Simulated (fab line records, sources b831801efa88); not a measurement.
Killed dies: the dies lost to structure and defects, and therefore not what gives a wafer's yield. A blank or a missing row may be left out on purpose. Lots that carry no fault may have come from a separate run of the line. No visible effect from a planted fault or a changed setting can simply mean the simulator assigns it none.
Tool commonality check	flow sky130	33 wafers sampled across 11 lots

## WHY IT WAS OPENED
SKY_SD_N_RS_MEAS_16, reading SD_N_RS: flagged on 2 of 11 lots. Fault-free wafers read 68.46 ohm/sq, with a standard deviation of 0.13.
Rule: flag the lot when none of its wafers has a number, or when each of its wafers that has one lies beyond 4 standard deviations from that mean. The other lots count as sound.

lot	measured	on	SD_N_RS (ohm/sq), wafer by wafer	flag
L728	day 28 14:14	filmMetro-03	68.24 68.33 68.28	
L727	day 28 21:29	filmMetro-03	68.38 68.34 68.31	
L729	day 29 17:19	filmMetro-03	68.39 68.31 68.33	
L732	day 30 00:10	filmMetro-02	68.56 68.46 68.54	
L737	day 32 09:50	filmMetro-02	68.38 68.40 68.47	
L733	day 32 18:20	filmMetro-04	68.54 68.45 68.74	
L736	day 32 21:23	filmMetro-02	61.50 61.30 61.57	FLAGGED
L743	day 33 03:02	filmMetro-04	61.46 61.36 61.46	FLAGGED
L746	day 34 02:53	filmMetro-04	68.36 68.46 68.33	
L748	day 34 13:59	filmMetro-04	68.52 68.63 68.37	
L750	day 35 05:54	filmMetro-04	68.58 68.66 68.65	
Average over the flagged lots: 61.44 ohm/sq; offset from the usual -7.02 ohm/sq, equal to -54 standard deviations.

## EACH LOT AND THE TOOL IT RAN ON
The record keeps 1 process step preceding the reading, out of 708 steps on the route. Read each cell as the tool, then ch plus the chambers that the sampled wafers visited, then the start.
lot	flag	SKY_SD_N_RTA_14
L728		rtpAnneal-01 ch 0, day 28 14:04
L727		rtpAnneal-02 ch 0, day 28 21:18
L729		rtpAnneal-01 ch 0, day 29 17:08
L732		rtpAnneal-01 ch 0, day 29 23:59
L737		rtpAnneal-01 ch 0, day 32 09:39
L733		rtpAnneal-02 ch 0, day 32 18:06
L736	FLAGGED	rtpAnneal-01 ch 0, day 32 21:04
L743	FLAGGED	rtpAnneal-01 ch 0, day 33 02:51
L746		rtpAnneal-02 ch 0, day 34 02:42
L748		rtpAnneal-02 ch 0, day 34 13:49
L750		rtpAnneal-02 ch 0, day 35 05:43
What the steps here do:
- SKY_SD_N_RTA_14: time 2 s.
- SKY_SD_N_RS_MEAS_16: measures by four-point-probe.

## FLAGGED OVER TOTAL, TOOL BY TOOL (the gauges that took the reading come last)
step	tool	lots run	flagged	share of the flagged lots	sound lots run after its first flagged lot
SKY_SD_N_RTA_14	rtpAnneal-01	6	2	all	0
SKY_SD_N_RTA_14	rtpAnneal-02	5	0	none	-
SKY_SD_N_RS_MEAS_16	filmMetro-02	3	1	some	0
SKY_SD_N_RS_MEAS_16	filmMetro-03	3	0	none	-
SKY_SD_N_RS_MEAS_16	filmMetro-04	5	1	some	3 (L746,L748,L750)

## THE TABLE: WHAT IT ALLOWS
All flagged lots share 1 row of the table, namely rtpAnneal-01 at SKY_SD_N_RTA_14.
- rtpAnneal-01 at SKY_SD_N_RTA_14 ran 6 lots, 2 of them flagged. Its last sound lot is L737 (day 32 09:39), its first flagged lot L736 (day 32 21:04): a fault that began between those two fits. Its own readings lie more than 4 standard deviations out on every wafer of the flagged lots: lampPowerPct, wafer_temp_C_max.
Just one tool remains: rtpAnneal-01 at SKY_SD_N_RTA_14.

## WHAT THE SIMULATOR PUT IN
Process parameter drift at SKY_SD_N_RTA_14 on rtpAnneal-01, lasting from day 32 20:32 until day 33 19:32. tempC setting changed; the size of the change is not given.
Shown lots that were struck: L736, L743. Same finding as the rule above.
